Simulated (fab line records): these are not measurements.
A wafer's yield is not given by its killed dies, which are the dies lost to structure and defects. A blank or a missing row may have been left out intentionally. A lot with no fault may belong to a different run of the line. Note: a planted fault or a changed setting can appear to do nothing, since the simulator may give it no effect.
Code-filled problem report in 8D (eight disciplines) form + flow sky130 + the parts of the form that need people (team, actions taken, sign-off) are left out

1. PROBLEM STATEMENT
Wafers without a fault read 56.59 W, standard deviation 0.047; heater_power_total_W at SKY_RES_XHIGH_SOFTBAKE_03 reads a mean of 62.59 W on 3 wafers belonging to 2 lots. So: +99 or more standard deviations from the usual mean.
The step: time 60 s.
The first sign was on wafer L213.1 at day 31 23:31, on litho_track-04. Wafers with a number at this step in the record: 42, from 14 lots. Rule for "out", or "out of limits": more than 4 standard deviations from the usual mean. All remaining wafers that have a number are taken as sound.

2. WHAT IT IS AND WHAT IT IS NOT
| question                    | is                                 | is not                                                                                 |
|-----------------------------|------------------------------------|----------------------------------------------------------------------------------------|
| which readings at this step | heater_power_total_W, run_length_s | resist_line_temp_C                                                                     |
| which lots                  | L213, L214                         | L197, L199, L200, L201, L203, L204, L205, L207, L208, L217, L219, L220                 |
| which wafers of those lots  | L213.1, L213.3, L214.3             | L213.6, L214.2, L214.6                                                                 |
| read on which tools         | litho_track-04                     | litho_track-02, litho_track-03                                                         |
| when                        | from day 31 23:31                  | up to then (28 sound wafers); but 11 sound wafers of L214, L217, L219, L220 came after |

3. THE SUSPECTS, EACH WITH WHAT RULES IT OUT
Counting: any tool at a process step up to the reading remains a suspect provided it ran every lot that is out. Sound lots after the first of them don't rule it out here, since some wafers of a struck lot are sound.
- litho_track-04 at SKY_RES_XHIGH_SOFTBAKE_03 (time 60 s): kept. Ran every lot that is out, first one L213 (day 31 23:31); last sound lot up to then L208 (day 30 04:47). Its own heater_power_total_W, run_length_s readings are out on those wafers.
The count leaves litho_track-04 at SKY_RES_XHIGH_SOFTBAKE_03.

4. THE CAUSE (what the simulator had put in)
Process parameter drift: litho_track-04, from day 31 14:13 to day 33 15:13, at SKY_RES_XHIGH_SOFTBAKE_03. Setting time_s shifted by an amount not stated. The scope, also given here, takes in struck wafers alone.
After counting, this tool was the only one left.

5. THE CHAIN OF EFFECTS, in route order
Each row: a reading where the mean over the struck wafers with a number is more than 3 standard deviations away from the usual. Only readings whose record carries a usual standard deviation are examined. hours: median over the lots of the time between each lot's start at the first step of this table that gives one and its start at this step. sigmas: the change, counted in usual standard deviations.
| hours | step                      | reading              | usual   | on struck wafers | change | sigmas      |
|-------|---------------------------|----------------------|---------|------------------|--------|-------------|
| 0     | SKY_RES_XHIGH_SOFTBAKE_03 | heater_power_total_W | 56.59 W | 62.59            | +6.00  | +99 or more |
| 0     | SKY_RES_XHIGH_SOFTBAKE_03 | run_length_s         | 89.02 s | 73.18            | -15.84 | -99 or more |
The process steps in it:
- SKY_RES_XHIGH_SOFTBAKE_03: time 60 s.
Later steps that measure or inspect, where all struck wafers having a row at the step show a number for every such reading and not one has moved that far: SKY_SD_N_CD_MEAS_07.

6. HOW IT WOULD HAVE BEEN CAUGHT EARLIER
9 hours passed between the start of the fault at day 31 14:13 and the first reading out of limits in this record, taken at day 31 23:31.
